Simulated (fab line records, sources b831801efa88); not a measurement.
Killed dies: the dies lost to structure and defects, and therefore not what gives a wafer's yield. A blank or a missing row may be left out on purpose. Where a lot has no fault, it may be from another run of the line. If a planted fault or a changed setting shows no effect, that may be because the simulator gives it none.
Which of the tools did it?    flow sky130    12 lots, 36 wafers sampled, at 3 steps of a route of 708

WHAT THE GAUGES READ, wafer by wafer
SKY_CONTACT_CD_MEAS_14: the cd target is 170 nm. Usual: cd nm at 170.0 nm, with a standard deviation of 1.3.
lot   measured      on         cd nm (nm)         flag
L502  day 32 08:43  cd sem-01  169.2 169.5 167.4  
L503  day 33 09:59  cd sem-02  168.8 168.7 169.3  
L505  day 33 16:35  cd sem-02  169.0 167.5 167.3  
L506  day 33 20:42  cd sem-01  169.9 170.9 169.8  
L509  day 34 05:03  cd sem-02  172.3 171.2 172.5  
L507  day 34 07:19  cd sem-02  170.2 169.1 170.2  
L511  day 35 00:07  cd sem-01  170.1 169.0 170.8  
L513  day 35 11:08  cd sem-01  170.6 169.9 171.3  
L519  day 37 11:23  cd sem-01  169.8 171.7 170.8  
L520  day 37 16:51  cd sem-01  171.6 170.5 170.8  
L521  day 38 05:00  cd sem-01  172.3 169.9 169.9  
L523  day 38 16:11  cd sem-01  170.8 170.8 171.9  

WHAT TOOL EACH LOT RAN ON (gives the tool, then ch and the chambers of the sampled wafers, and finally the start)
lot   SKY_CONTACT_CMP_04             SKY_CONTACT_COAT_08
L502  cmp-02 ch 0,1, day 31 04:22    litho track-04 ch 0, day 31 18:43
L503  cmp-02 ch 0,1,2, day 32 07:14  litho track-02 ch 0, day 32 20:41
L505  cmp-01 ch 0,1,2, day 32 13:32  litho track-01 ch 0, day 33 02:40
L506  cmp-01 ch 0,1,3, day 32 18:04  litho track-02 ch 0, day 33 07:14
L509  cmp-02 ch 1,2,3, day 33 01:51  litho track-01 ch 0, day 33 14:55
L507  cmp-02 ch 1,2,3, day 33 04:34  litho track-01 ch 0, day 33 17:32
L511  cmp-01 ch 1,2, day 33 21:13    litho track-04 ch 0, day 34 10:16
L513  cmp-02 ch 2,3, day 34 08:19    litho track-01 ch 0, day 34 21:34
L519  cmp-02 ch 1,2, day 36 08:35    litho track-01 ch 0, day 36 21:19
L520  cmp-01 ch 0,1,3, day 36 14:41  litho track-01 ch 0, day 37 03:34
L521  cmp-02 ch 0,1,2, day 37 03:13  litho track-04 ch 0, day 37 16:14
L523  cmp-02 ch 2,3, day 37 14:48    litho track-02 ch 0, day 38 03:19
- SKY_CONTACT_CMP_04: polishes SiO2.
- SKY_CONTACT_COAT_08: resist thk 60 nm.

AS READ BY THE TOOLS THEMSELVES (means over the sampled wafers that have a number; for cases with no such wafer, the mark the record gives instead)
SKY_CONTACT_CMP_04. Usual: motor current A 12.1 A, standard deviation 0.93; platen rpm 60.00 rpm, standard deviation 0.044; time to endpoint s 83 s, standard deviation 3.5.
lot   tool    motor current A (A)  platen rpm (rpm)  time to endpoint s (s)  flag
L502  cmp-02  12.6                 60.00             88                      
L503  cmp-02  12.3                 60.00             86                      
L505  cmp-01  12.4                 59.96             82                      
L506  cmp-01  12.5                 59.95             80                      
L509  cmp-02  11.5                 60.03             80                      
L507  cmp-02  11.7                 59.98             83                      
L511  cmp-01  12.9                 60.09             86                      
L513  cmp-02  11.0                 60.02             79                      
L519  cmp-02  12.1                 59.97             82                      
L520  cmp-01  12.7                 60.01             84                      
L521  cmp-02  12.2                 60.01             80                      
L523  cmp-02  11.4                 60.00             87                      

SKY_CONTACT_COAT_08. Usual: dispense pressure kPa at 50 kPa, with a standard deviation of 3.9.
lot   tool            dispense pressure kPa (kPa)  flag
L502  litho track-04  57                           
L503  litho track-02  50                           
L505  litho track-01  47                           
L506  litho track-02  50                           
L509  litho track-01  47                           
L507  litho track-01  47                           
L511  litho track-04  57                           
L513  litho track-01  47                           
L519  litho track-01  47                           
L520  litho track-01  47                           
L521  litho track-04  57                           
L523  litho track-02  50                           

THE ANSWER, worked out from the rows above alone
Rule: a lot is off if the mean of its wafers that have a number lies more than 3 standard deviations from the usual mean. A lot without any number at a reading at which 4 lots or more have one is off too. Any other lot the step has rows for is counted as sound. After the gauges, taken in route order, come the tools' own readings; for these a lot's mean is taken, as printed above. The first step at which some lot is off is used, and at that step the reading that is off furthest; a lot without a number counts as furthest.
No lot is off at any reading shown: from this, nothing can be told.

WHAT HAD BEEN PUT IN BY THE SIMULATOR
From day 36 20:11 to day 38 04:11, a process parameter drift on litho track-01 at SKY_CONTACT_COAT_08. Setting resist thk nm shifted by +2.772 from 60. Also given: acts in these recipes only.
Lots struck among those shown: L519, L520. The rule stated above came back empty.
